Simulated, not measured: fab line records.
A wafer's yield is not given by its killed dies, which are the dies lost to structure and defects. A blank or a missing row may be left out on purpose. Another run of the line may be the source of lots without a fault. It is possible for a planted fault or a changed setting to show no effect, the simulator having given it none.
Chamber matching -- flow gf180mcu -- pecvd-03 running GF_MIM_CVD_05: 3 sister chambers
The step deposits Si3N4, target thk 42 nm, time 29.086 s. 14 wafers are shown with their chamber, then 7 later ones without.

WAFERS WITH THEIR CHAMBER
wafer,chamber,heater_power_w (W)
L157.3,2,657
L157.4,2,654
L157.6,0,463
L159.2,0,457
L159.3,1,428
L159.5,2,687
L160.2,2,665
L160.4,0,447
L160.5,1,463
L164.2,1,454
L164.4,1,441
L164.5,2,628
L168.4,1,481
L168.6,0,498

SIGNATURES, as means of the wafers listed above
reading,chamber 0,chamber 1,chamber 2,scatter within a chamber
heater_power_w,466.25,453.40,658.20,21.2
Rule: for a wafer and a chamber, the distance is found by dividing, reading by reading, the gap between the wafer's reading and the chamber's mean by the reading's scatter, squaring, summing and taking the root. The wafer belongs to the nearest chamber; if the next one is less than 2 further off, it can't be placed. How the scatter is found: for the shown wafers, subtract from each reading the mean of its chamber, square and add these, divide the total by (wafers less chambers), then take the root.

WAFERS WITH NO CHAMBER GIVEN
wafer,heater_power_w (W)
L169.2,394
L169.5,638
L170.4,469
L170.6,733
L179.2,512
L179.3,436
L179.6,686

THE CHAMBER EACH PASSED THROUGH
wafer,from the rows above,in truth
L169.2,can't be placed: 1 or 0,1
L169.5,2,2
L170.4,can't be placed: 0 or 1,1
L170.6,2,2
L179.2,can't be placed: 0 or 1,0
L179.3,can't be placed: 1 or 0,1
L179.6,2,2
Correctly placed: 3 of 7. Unplaceable from these rows: 4, with the true chamber sitting among the candidates in 4. 0 placed wrongly.
